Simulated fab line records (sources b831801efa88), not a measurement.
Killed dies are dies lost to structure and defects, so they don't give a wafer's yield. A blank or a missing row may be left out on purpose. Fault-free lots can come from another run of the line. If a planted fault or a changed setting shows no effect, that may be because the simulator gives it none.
Which tool did it?	flow sky130	11 lots, 33 wafers sampled, at 6 steps of a route of 708

== WHAT THE GAUGES READ, wafer by wafer ==
SKY_LOCAL_INTERCONNECT_THK_MEAS_02: measures by xrf. Usual: LOCAL_INTERCONNECT_TIN_THK gives 99.9 nm (standard deviation 1.2).
lot	measured	on	LOCAL_INTERCONNECT_TIN_THK (nm)	flag
L360	day 30 01:13	film_metro-01	100.1 100.1 99.7	
L362	day 30 18:22	film_metro-01	97.6 98.7 98.8	
L363	day 31 03:53	film_metro-03	99.5 99.2 99.0	
L364	day 31 12:59	film_metro-02	100.0 99.2 99.7	
L365	day 31 17:16	film_metro-01	100.9 100.4 99.6	
L371	day 33 21:49	film_metro-02	98.5 99.2 99.2	
L373	day 34 13:22	film_metro-03	99.2 98.6 98.8	
L377	day 35 13:56	film_metro-03	101.6 101.5 100.5	
L381	day 36 14:08	film_metro-01	100.4 100.4 99.9	
L382	day 37 01:46	film_metro-02	99.1 100.0 99.5	
L383	day 37 10:18	film_metro-01	99.8 98.3 98.9	

SKY_CONTACT_THK_MEAS_03. Usual: CONTACT_HDPCVD_THK gives 563 nm (standard deviation 6.4).
lot	measured	on	CONTACT_HDPCVD_THK (nm)	flag
L360	day 31 06:26	film_metro-04	546 561 549	
L362	day 31 22:48	film_metro-04	571 564 562	
L363	day 32 08:21	film_metro-04	568 571 570	
L364	day 32 18:03	film_metro-01	570 559 569	
L365	day 32 21:51	film_metro-01	560 568 562	
L371	day 35 02:09	film_metro-01	552 396 550	OFF
L373	day 35 17:55	film_metro-02	565 564 570	
L377	day 36 17:47	film_metro-02	558 559 567	
L381	day 37 17:45	film_metro-01	568 560 566	
L382	day 38 05:29	film_metro-01	565 562 568	
L383	day 38 14:43	film_metro-04	568 561 566	

SKY_CONTACT_CD_MEAS_14: target cd 170 nm. Usual: 170.6 nm for cd_nm, sd 1.8.
lot	measured	on	cd_nm (nm)	flag
L360	day 32 10:16	cd_sem-02	168.5 168.1 168.2	
L362	day 33 03:24	cd_sem-01	171.4 171.4 170.5	
L363	day 33 12:17	cd_sem-02	171.1 170.4 170.6	
L364	day 33 22:03	cd_sem-01	170.4 170.2 170.0	
L365	day 34 01:46	cd_sem-02	170.7 171.6 170.1	
L371	day 36 04:44	cd_sem-01	169.4 170.3 170.1	
L373	day 36 21:07	cd_sem-01	169.7 170.9 170.9	
L377	day 37 20:11	cd_sem-01	170.2 169.1 167.9	
L381	day 38 20:28	cd_sem-02	170.8 171.2 170.5	
L382	day 39 07:34	cd_sem-02	169.4 170.5 169.8	
L383	day 39 15:59	cd_sem-02	170.0 170.7 171.0	

== WHAT TOOL EACH LOT RAN ON (gives the tool, then ch and the chambers of the sampled wafers, and finally the start) ==
lot	SKY_LI_CONTACT_SPUTTER_19	SKY_CONTACT_HDPCVD_02	SKY_CONTACT_CMP_04
L360	pvd_sputter-02, day 30 00:10	hdpcvd-02 ch 0,1, day 31 06:22	cmp-01 ch 0,2,3, day 31 06:29
L362	pvd_sputter-02, day 30 17:25	hdpcvd-01 ch 0,1,2, day 31 22:43	cmp-01 ch 0,1,2, day 31 22:56
L363	pvd_sputter-01, day 31 02:57	hdpcvd-01 ch 1,2, day 32 08:16	cmp-02 ch 0,3, day 32 08:24
L364	pvd_sputter-04, day 31 12:03	hdpcvd-02 ch 0,1, day 32 17:58	cmp-01 ch 0,2, day 32 18:08
L365	pvd_sputter-01, day 31 16:20	hdpcvd-01 ch 0,1, day 32 21:47	cmp-02 ch 1,2,3, day 32 21:58
L371	pvd_sputter-04, day 33 20:54	hdpcvd-02 ch 0,2, day 35 02:03	cmp-02 ch 0,1,3, day 35 02:19
L373	pvd_sputter-01, day 34 12:18	hdpcvd-01 ch 0,1,2, day 35 17:50	cmp-02 ch 0,2, day 35 18:01
L377	pvd_sputter-02, day 35 13:01	hdpcvd-01 ch 0,1, day 36 17:43	cmp-02 ch 0,2,3, day 36 17:51
L381	pvd_sputter-04, day 36 13:12	hdpcvd-02 ch 0,2, day 37 17:41	cmp-01 ch 2,3, day 37 17:49
L382	pvd_sputter-01, day 37 00:50	hdpcvd-01 ch 0,1, day 38 05:25	cmp-01 ch 0,1,2, day 38 05:38
L383	pvd_sputter-02, day 37 09:22	hdpcvd-01 ch 0,2, day 38 14:38	cmp-01 ch 0,2,3, day 38 14:46
- SKY_LI_CONTACT_SPUTTER_19: material Ti, target thk 20 nm, time 106.37 s.
- SKY_CONTACT_HDPCVD_02: deposits SiO2, target thk 565 nm, time 94.2 s.
- SKY_CONTACT_CMP_04: polishes SiO2.

== AS READ BY THE TOOLS THEMSELVES (means over the sampled wafers that have a number; for cases with no such wafer, the mark the record gives instead) ==
SKY_LI_CONTACT_SPUTTER_19. Usual: 30.3 % for throttle_valve_pct, sd 1.1.
lot	tool	throttle_valve_pct (%)	flag
L360	pvd_sputter-02	30.0	
L362	pvd_sputter-02	31.7	
L363	pvd_sputter-01	30.5	
L364	pvd_sputter-04	30.4	
L365	pvd_sputter-01	30.4	
L371	pvd_sputter-04	30.1	
L373	pvd_sputter-01	29.5	
L377	pvd_sputter-02	29.7	
L381	pvd_sputter-04	30.5	
L382	pvd_sputter-01	30.5	
L383	pvd_sputter-02	30.7	

SKY_CONTACT_CMP_04. Usual: motor_current_A 12.0 A, standard deviation 1; slurry_flow_ml_min 150.1, standard deviation 0.46; time_to_endpoint_s 81 s, standard deviation 3.8.
lot	tool	motor_current_A (A)	slurry_flow_ml_min	time_to_endpoint_s (s)	flag
L360	cmp-01	12.3	150.0	78	
L362	cmp-01	12.0	149.7	81	
L363	cmp-02	12.8	150.1	87	
L364	cmp-01	13.0	150.7	82	
L365	cmp-02	11.5	150.6	82	
L371	cmp-02	12.1	149.9	63	OFF
L373	cmp-02	12.5	150.6	80	
L377	cmp-02	12.1	149.8	86	
L381	cmp-01	13.5	149.7	83	
L382	cmp-01	12.2	150.5	80	
L383	cmp-01	12.3	150.0	80	

== THE ANSWER, worked out from the rows above alone ==
Rule: lot off if the mean of its wafers having a number is beyond 3 standard deviations from the usual mean. Also off: a lot with no number at a reading for which 4 or more lots have one. Any other lot the step has rows for is counted as sound. Order of review: gauges by route order, followed by the tools' own readings, for which a lot's mean as printed above is used. At the first step where some lot is off, the reading lying furthest off is the one used; lots without a number count as furthest.
Off: at SKY_CONTACT_THK_MEAS_03 (CONTACT_HDPCVD_THK), L371.
If a tool, at a process step before that reading, ran all the lots that are off and no sound lot after the first of them, it fits. The gauges at SKY_CONTACT_THK_MEAS_03 aren't tried: what is off there is off at SKY_CONTACT_CMP_04 too, on other tools, and a gauge's error can't cause that. None of those tried fits.

== WHAT WAS PUT IN BY THE SIMULATOR ==
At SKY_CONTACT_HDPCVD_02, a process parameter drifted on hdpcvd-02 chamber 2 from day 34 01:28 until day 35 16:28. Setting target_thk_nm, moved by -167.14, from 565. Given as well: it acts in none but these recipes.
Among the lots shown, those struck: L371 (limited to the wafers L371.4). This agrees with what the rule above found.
